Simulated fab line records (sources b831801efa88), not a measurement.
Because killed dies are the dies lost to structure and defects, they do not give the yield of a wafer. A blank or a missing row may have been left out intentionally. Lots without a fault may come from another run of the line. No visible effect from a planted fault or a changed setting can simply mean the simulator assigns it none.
Which tool was responsible?    flow sky130    39 wafers from 13 lots sampled at 4 of the route's 708 steps

== WHAT THE GAUGES SHOWED, per wafer ==
SKY_DNWELL_TW_MEAS_09. Usual: DNWELL_TW 1112, standard deviation 12.
lot   measured     on             DNWELL_TW       flag
L324  day 3 11:37  film metro-03  1109 1104 1103  
L325  day 3 20:36  film metro-03  1102 1095 1106  
L326  day 3 20:46  film metro-04  1126 1123 1126  
L327  day 3 20:56  film metro-03  1098 1095 1099  
L328  day 4 12:35  film metro-03  1111 1103 1104  
L331  day 4 19:52  film metro-04  1142 1134 1138  
L332  day 5 00:36  film metro-03  1097 1106 1101  
L334  day 5 16:29  film metro-02  1105 1115 1107  
L336  day 6 01:59  film metro-03  1097 1091 1087  
L340  day 6 20:36  film metro-02  1109 1107 1104  
L343  day 7 14:02  film metro-04  1133 1134 1131  
L344  day 7 18:31  film metro-02  1114 1113 1114  
L347  day 8 08:08  film metro-04  1114 1116 1114  

SKY_PWDE_TW_MEAS_10. Usual: PWDE_TW 373, standard deviation 3.5.
lot   measured     on             PWDE_TW      flag
L324  day 4 02:49  film metro-04  375 377 379  
L325  day 4 13:13  film metro-04  381 379 378  
L326  day 4 13:22  film metro-03  371 370 370  
L327  day 4 13:34  film metro-02  372 371 373  
L328  day 5 06:42  film metro-04  379 378 378  
L331  day 5 13:32  film metro-03  370 369 370  
L332  day 5 18:18  film metro-03  367 370 371  
L334  day 6 11:58  film metro-02  371 370 370  
L336  day 6 21:53  film metro-02  373 371 371  
L340  day 7 16:27  film metro-04  375 378 376  
L343  day 8 09:51  film metro-02  374 374 374  
L344  day 8 15:17  film metro-04  375 375 375  
L347  day 9 05:44  film metro-03  370 372 372  

SKY_VT_ADJUST_HVTR_TW_MEAS_11. Usual: VT_ADJUST_HVTR_TW 210.2, standard deviation 1.5.
lot   measured      on             VT_ADJUST_HVTR_TW  flag
L324  day 9 18:48   film metro-03  210.6 210.4 210.4  
L325  day 10 08:36  film metro-03  207.2 208.1 208.8  
L326  day 10 10:47  film metro-02  209.3 208.9 209.1  
L327  day 10 10:58  film metro-03  208.4 208.5 207.5  
L328  day 11 06:19  film metro-04  212.7 212.1 212.6  
L331  day 11 15:49  film metro-02  210.4 210.6 208.9  
L332  day 12 00:08  film metro-02  211.2 210.3 210.7  
L334  day 12 19:39  film metro-03  208.5 208.2 207.6  
L336  day 13 08:42  film metro-03  208.9 209.0 208.1  
L340  day 14 10:06  film metro-03  208.6 208.7 207.6  
L343  day 15 08:31  film metro-04  212.2 210.6 212.8  
L344  day 15 15:04  film metro-03  209.5 209.4 208.2  
L347  day 16 08:29  film metro-03  209.3 210.4 209.3  

== WHICH TOOL RAN EACH LOT (tool, then ch and the chambers of the sampled wafers, then the start) ==
lot   SKY_VT_ADJUST_NCORE_SOFTBAKE_03
L324  litho track-01 ch 0, day 8 11:08
L325  litho track-01 ch 0, day 9 00:07
L326  litho track-03 ch 0, day 9 01:26
L327  litho track-01 ch 0, day 9 01:50
L328  litho track-04 ch 0, day 9 20:09
L331  litho track-01 ch 0, day 10 04:59
L332  litho track-03 ch 0, day 10 13:32
L334  litho track-03 ch 0, day 11 06:39
L336  litho track-04 ch 0, day 11 19:15
L340  litho track-03 ch 0, day 12 19:29
L343  litho track-04 ch 0, day 13 17:06
L344  litho track-04 ch 0, day 13 23:29
L347  litho track-01 ch 0, day 14 17:08
- SKY_VT_ADJUST_NCORE_SOFTBAKE_03: time 60 s.

== WHAT THE TOOLS THEMSELVES READ (means of the sampled wafers that have a number; where no wafer has one, the mark that the record gives instead) ==
SKY_VT_ADJUST_NCORE_SOFTBAKE_03. Usual: heater power total W 56.60 W, standard deviation 0.048; run length s 89.10 s, standard deviation 0.11.
lot   tool            heater power total W (W)  run length s (s)  flag
L324  litho track-01  56.59                     88.99             
L325  litho track-01  56.59                     89.03             
L326  litho track-03  56.57                     89.08             
L327  litho track-01  56.65                     89.08             
L328  litho track-04  56.63                     89.06             
L331  litho track-01  56.61                     89.04             
L332  litho track-03  56.60                     89.07             
L334  litho track-03  56.59                     89.08             
L336  litho track-04  56.60                     89.09             
L340  litho track-03  58.44                     84.37             OFF
L343  litho track-04  56.61                     89.13             
L344  litho track-04  56.61                     89.11             
L347  litho track-01  56.62                     89.12             

== THE ANSWER, worked out from the rows above alone ==
Rule: a lot counts as off when the mean over its wafers that have a number is more than 3 standard deviations away from the usual mean. A lot without any number at a reading at which 4 lots or more have one is off too. The other lots that the step has rows for count as sound. First the gauges in route order, then the tools' own readings, where a lot's mean is used as printed above. At the first step where some lot is off, the reading lying furthest off is the one used; lots without a number count as furthest.
Off: L340 (SKY_VT_ADJUST_NCORE_SOFTBAKE_03, run length s).
A tool fits if, at that step or a process step before it, it ran every lot that is off, and no sound lot after the first of them. One candidate fits, namely litho track-03 at SKY_VT_ADJUST_NCORE_SOFTBAKE_03. Its last sound lot is L334 (day 11 06:39), its first lot that is off L340 (day 12 19:29): a fault that began between those two fits.
The tool's own readings at SKY_VT_ADJUST_NCORE_SOFTBAKE_03 bear it out: on the lots that are off they differ by more than 5 times the standard deviation of the sound lots' means. heater power total W reads 58.44 W there against 56.61 W on the sound lots; run length s reads 84.37 s there against 89.07 s on the sound lots.

== WHAT HAD BEEN PUT IN BY THE SIMULATOR ==
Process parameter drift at SKY_VT_ADJUST_NCORE_SOFTBAKE_03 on litho track-03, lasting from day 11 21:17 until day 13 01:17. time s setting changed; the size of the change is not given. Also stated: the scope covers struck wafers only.
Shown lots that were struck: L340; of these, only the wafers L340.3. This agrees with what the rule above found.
